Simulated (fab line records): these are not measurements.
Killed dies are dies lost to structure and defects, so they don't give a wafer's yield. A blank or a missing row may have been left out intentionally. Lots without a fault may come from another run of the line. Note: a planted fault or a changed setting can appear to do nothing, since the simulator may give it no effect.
Problem report, 8D (eight disciplines) form, completed by code | flow gf180mcu | the parts of the form that need people (team, actions taken, sign-off) are left out

== 1. THE ISSUE ==
Across 6 wafers from 2 lots, MVPSD_TW at GF_MVPSD_TW_MEAS_11 averages 540.2, while fault-free wafers read 554.9 with a standard deviation of 2.1. Measured from the usual mean, that is -7.0 standard deviations.
Earliest sighting: wafer L161.2 on film-metro-04 at day 7 00:21. Wafers with a number at this step in the record: 36, from 12 lots. Rule for "out", or "out of limits": more than 4 standard deviations from the usual mean. Any other wafer with a number is counted as sound.

== 2. WHAT IT IS, WHAT IT ISN'T ==
question                    | is                     | is not
which readings at this step | MVPSD_TW               | -
which lots                  | L161, L163             | L155, L156, L165, L170, L171, L172, L173, L174, L175, L176
which wafers of those lots  | all that have a number | -
read on which gauges        | film-metro-04          | film-metro-01, film-metro-03
when                        | from day 7 00:21       | up to then (6 sound wafers); but 24 sound wafers of L165, L170, L171, L172, L173, L174, L175, L176 came after

== 3. SUSPECTS, AND WHAT RULES EACH OUT ==
Counting: any tool at a process step up to the reading is kept as a suspect provided that every lot that is out went through it and no sound lot did after the first of them.
- the gauge at GF_MVPSD_TW_MEAS_11: ruled out. All the wafers that are out were read on film-metro-04, but those of them that GF_VT_IMPLANT_RS_MEAS_49 has rows for are out there too, on other tools.
- plasma-asher-01 at GF_NWELL_STRIP_10 (strips in O2/N2): ruled out as a lasting fault. After its first lot that is out, L161 (day 5 03:08), sound lots L176 ran on it.
- implanter-02 at GF_MVPSD_IMPLANT_08: kept. Every lot that is out went through it, starting with L161 (day 6 23:58), and after that it ran no sound lot; the last sound lot it ran before then is L156 (day 5 22:44).
The count leaves implanter-02 at GF_MVPSD_IMPLANT_08.

== 4. THE CAUSE (what the simulator had put in) ==
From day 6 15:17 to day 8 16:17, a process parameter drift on implanter-02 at GF_MVPSD_IMPLANT_08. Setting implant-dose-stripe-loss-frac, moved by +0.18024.
This tool alone remained once counting was done.

== 5. THE CHAIN OF EFFECTS, in route order ==
Each row: a reading whose mean over the struck wafers that have a number lies more than 3 standard deviations from the usual. Only readings whose record carries a usual standard deviation are examined. hours: median over the lots of the time between each lot's start at the first step of this table that gives one and its start at this step. sigmas: the change, counted in usual standard deviations.
hours | step                     | reading  | usual         | on struck wafers | change | sigmas
0     | GF_MVPSD_TW_MEAS_11      | MVPSD_TW | 554.9         | 540.2            | -14.7  | -7.0
66    | GF_VT_IMPLANT_RS_MEAS_49 | MVPSD_RS | 1168.8 ohm/sq | 1232.6           | +63.8  | +21

== 6. WHAT WOULD HAVE CAUGHT IT SOONER ==
Counted from the fault's start at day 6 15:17, it took 9 hours until the first out-of-limits reading at a measuring or inspecting step in this record, taken at day 7 00:21.
Among the 2 lots that are out, L163 began GF_MVPSD_IMPLANT_08 on implanter-02 after day 7 00:21. A tool hold placed at that time would have kept it from harm.
